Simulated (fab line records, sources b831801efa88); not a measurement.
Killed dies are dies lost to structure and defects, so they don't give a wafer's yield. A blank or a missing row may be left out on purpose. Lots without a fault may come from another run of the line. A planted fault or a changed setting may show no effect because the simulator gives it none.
Problem report in the 8D (eight disciplines) form, filled by code | flow sky130 | the parts of the form that need people (team, actions taken, sign-off) are left out

1. THE PROBLEM
POLY_GATE_CVD_00_THK at SKY_POLY_GATE_THK_MEAS_01 reads a mean of 166.3 nm on 6 wafers of 2 lots; wafers without a fault read 180.1 nm with a standard deviation of 1.4. That is -9.9 standard deviations from the usual mean.
First seen on wafer L554.3, day 18 01:03, on film_metro-02. The record holds 33 wafers of 11 lots with a number at this step. Rule for "out", or "out of limits": more than 4 standard deviations from the usual mean. The other wafers with a number count as sound.

2. WHAT IT IS AND WHAT IT IS NOT
question                    | is                     | is not
which readings at this step | POLY_GATE_CVD_00_THK   | -
which lots                  | L554, L555             | L543, L544, L545, L546, L547, L563, L564, L565, L566
which wafers of those lots  | all that have a number | -
read on which gauges        | film_metro-02          | film_metro-01, film_metro-04
when                        | from day 18 01:03      | up to then (15 sound wafers); but 12 sound wafers of L563, L564, L565, L566 came after

3. SUSPECTS, AND WHAT RULES EACH OUT
Counting: a tool at a process step up to the reading stays a suspect if it ran every lot that is out and no sound lot after the first of them.
- the gauge at SKY_POLY_GATE_THK_MEAS_01: ruled out. All the wafers that are out were read on film_metro-02, but those of them that SKY_POLY_GATE_CVD_00 has rows for are out there too, on other tools.
- lpcvd-01 at SKY_POLY_GATE_CVD_00 (deposits poly-Si, target thk 180 nm, time 720 s): ruled out as a lasting fault. Sound lots L563, L564, L565, L566 ran on it after its first lot that is out, L554 (day 17 23:14).
Left after counting: nothing in the record.

4. THE CAUSE (what the simulator had put in)
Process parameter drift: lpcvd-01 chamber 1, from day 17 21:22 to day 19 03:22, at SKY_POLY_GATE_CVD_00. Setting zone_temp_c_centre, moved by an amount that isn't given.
Counting ruled it out, wrongly: the rule takes a fault to strike every lot that its tool runs from its start on, and this one did not.

5. THE CHAIN OF EFFECTS, in route order
Each row: a reading whose mean over the struck wafers that have a number lies more than 3 standard deviations from the usual. Only readings for which the record gives a usual standard deviation are gone through. hours: the time from each lot's start at the first step in this table that gives one to its start at this step, as a median over the lots. sigmas: the change in usual standard deviations.
hours | step                      | reading               | usual      | on struck wafers | change | sigmas
0     | SKY_POLY_GATE_CVD_00      | spike_tc_centre_C     | 620.2 C    | 593.3            | -26.9  | -24
0     | SKY_POLY_GATE_CVD_00      | spike_tc_upper_C      | 619.7 C    | 624.6            | +4.9   | +4.5
0     | SKY_POLY_GATE_CVD_00      | zone_power_centre_pct | 9.4 %      | 4.4              | -5.0   | -13
0     | SKY_POLY_GATE_CVD_00      | zone_power_lower_pct  | 9.19 %     | 12.06            | +2.87  | +10
0     | SKY_POLY_GATE_CVD_00      | zone_power_upper_pct  | 9.07 %     | 11.52            | +2.45  | +28
2     | SKY_POLY_GATE_THK_MEAS_01 | POLY_GATE_CVD_00_THK  | 180.1 nm   | 166.3            | -13.8  | -9.9
66    | SKY_POLY_GATE_ETCH_17     | oes_product_au        | 0.986 a.u. | 0.941            | -0.045 | -7.6
The process steps in it:
- SKY_POLY_GATE_CVD_00: deposits poly-Si, target thk 180 nm, time 720 s.
- SKY_POLY_GATE_ETCH_17: etches poly-Si in HBr/Cl2, stops on SiO2, target depth 180 nm, time 70.5 s.
Later measuring or inspecting steps at which every struck wafer that the step has a row for has a number for every such reading, and none has moved that far: SKY_SD_N_TW_MEAS_12, SKY_SD_N_RS_MEAS_18.

6. WHAT WOULD HAVE CAUGHT IT SOONER
In this record the first reading out of limits at a measuring or inspecting step was taken at day 18 01:03, 4 hours after the fault began at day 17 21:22.
The tool's own readings at SKY_POLY_GATE_CVD_00 were out on every struck wafer that the step has a row for (spike_tc_centre_C, zone_power_centre_pct, zone_power_lower_pct, zone_power_upper_pct): an alarm limit on them would have fired on the first of those.
